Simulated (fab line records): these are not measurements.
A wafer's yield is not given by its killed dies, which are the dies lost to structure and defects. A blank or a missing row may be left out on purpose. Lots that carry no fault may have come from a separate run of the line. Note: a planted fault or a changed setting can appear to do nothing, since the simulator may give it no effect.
Which of the tools did it? -- flow sky130 -- 18 wafers from 6 lots sampled at 2 of the route's 708 steps

== WHAT THE GAUGES READ, wafer by wafer ==
SKY_VIA4_THK_MEAS_01.
lot,measured,on,VIA4_HDPCVD_THK (nm)
L818,day 43 04:03,film metro-04,2506 2528 2526 2505 2531 2528
L820,day 43 14:28,film metro-03,2510 2538 2524 2510 2538 2523
L827,day 45 14:17,film metro-01,1825 1811 1814
L829,day 46 08:17,film metro-04,1805 1806 1817
L832,day 46 19:49,film metro-03,1841 1820 1843
L836,day 47 15:04,film metro-04,1807 1820 1825

== WHAT TOOL EACH LOT RAN ON (gives the tool, then ch and the chambers of the sampled wafers, and finally the start) ==
lot,SKY_VIA4_HDPCVD_00
L818,"hdpcvd-01 ch 0,1,2, day 43 03:56"
L820,"hdpcvd-01 ch 0,2, day 43 14:16"
L827,"hdpcvd-02 ch 0,1,2, day 45 14:07"
L829,"hdpcvd-02 ch 0,1,2, day 46 08:05"
L832,"hdpcvd-01 ch 0,1,2, day 46 19:38"
L836,"hdpcvd-01 ch 1,2, day 47 14:52"
- SKY_VIA4_HDPCVD_00: deposits SiO2, target thk 1750 nm, time 304.5 s.

== THE ANSWER, worked out from the rows above alone ==
Rule: the lots themselves supply what counts as usual. Put in order of their means at a reading, lots are off if they are a third of the lots or fewer, leave a main group of 4 or more, and stand apart from it by a gap of 3 or more times the standard deviation of the main group's means; of several such gaps the widest counts. A main group is skipped when, at the precision printed for the reading in the tables above, its means are all equal. Also off: a lot with no number at a reading for which 4 or more lots have one. Any other lot the step has rows for is counted as sound.
Off: at SKY_VIA4_THK_MEAS_01 (VIA4_HDPCVD_THK), L818, L820. Main group: mean 1820 nm, sd 9.3.
If a tool, at a process step before that reading, ran all the lots that are off and no sound lot after the first of them, it fits. Gauges at SKY_VIA4_THK_MEAS_01: tried the same way as those tools. Of those tried, none fits.

== WHAT THE SIMULATOR HAD INSERTED ==
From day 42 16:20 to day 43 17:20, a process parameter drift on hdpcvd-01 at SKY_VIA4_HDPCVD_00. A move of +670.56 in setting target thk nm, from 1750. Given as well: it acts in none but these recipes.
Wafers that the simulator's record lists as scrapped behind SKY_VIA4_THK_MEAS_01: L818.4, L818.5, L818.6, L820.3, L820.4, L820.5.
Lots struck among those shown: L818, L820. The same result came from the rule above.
